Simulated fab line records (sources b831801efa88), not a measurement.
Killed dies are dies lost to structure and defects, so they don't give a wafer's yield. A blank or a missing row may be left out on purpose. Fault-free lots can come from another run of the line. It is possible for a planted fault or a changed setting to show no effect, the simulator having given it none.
Chamber matching    flow gf180mcu    4 sister chambers for GF_CONTACT_CMP_04 on cmp-01
The step polishes SiO2. 7 wafers are shown with their chamber, then 9 later ones without.

WAFERS, EACH WITH ITS CHAMBER
wafer   chamber  motor-current-A (A)  time-to-endpoint-s (s)
L839.5  0        9.5                  120
L840.2  2        12.3                 112
L840.4  0        10.1                 129
L840.5  1        9.8                  108
L842.2  3        11.1                 112
L842.3  2        12.0                 114
L842.4  1        10.6                 111

WAFERS WITH NO CHAMBER GIVEN
wafer   motor-current-A (A)  time-to-endpoint-s (s)
L845.1  11.4                 106
L845.4  9.9                  114
L845.6  10.2                 106
L846.1  10.2                 107
L846.5  11.1                 119
L846.6  12.2                 111
L856.1  10.7                 99
L856.3  11.6                 111
L856.6  10.3                 104

THE CHAMBER EACH PASSED THROUGH
wafer   from the rows above                in truth
L845.1  can't be placed: 3 or 2 or 1       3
L845.4  can't be placed: 1 or 0 or 3       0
L845.6  can't be placed: 1 or 3            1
L846.1  can't be placed: 1 or 3            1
L846.5  can't be placed: 3 or 2 or 1 or 0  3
L846.6  2                                  2
L856.1  can't be placed: 1 or 3            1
L856.3  can't be placed: 3 or 2            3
L856.6  can't be placed: 1 or 3            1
Correct placement for 1 of the 9. From these rows, 8 cannot be placed; in 8 the true chamber is one of the candidates. Wrongly placed: 0.
How it was worked out, from the rows above alone: a wafer's distance from a chamber is the root of the sum, over the readings, of the square of ((its reading less the chamber's mean) divided by the reading's scatter). The wafer belongs to the nearest chamber; if the next one is less than 2 further off, it can't be placed. Each chamber's mean is taken over the wafers shown for it. The scatter: take each reading less its chamber's mean, square it, sum over the shown wafers, divide by the number of wafers less the number of chambers, and take the root.
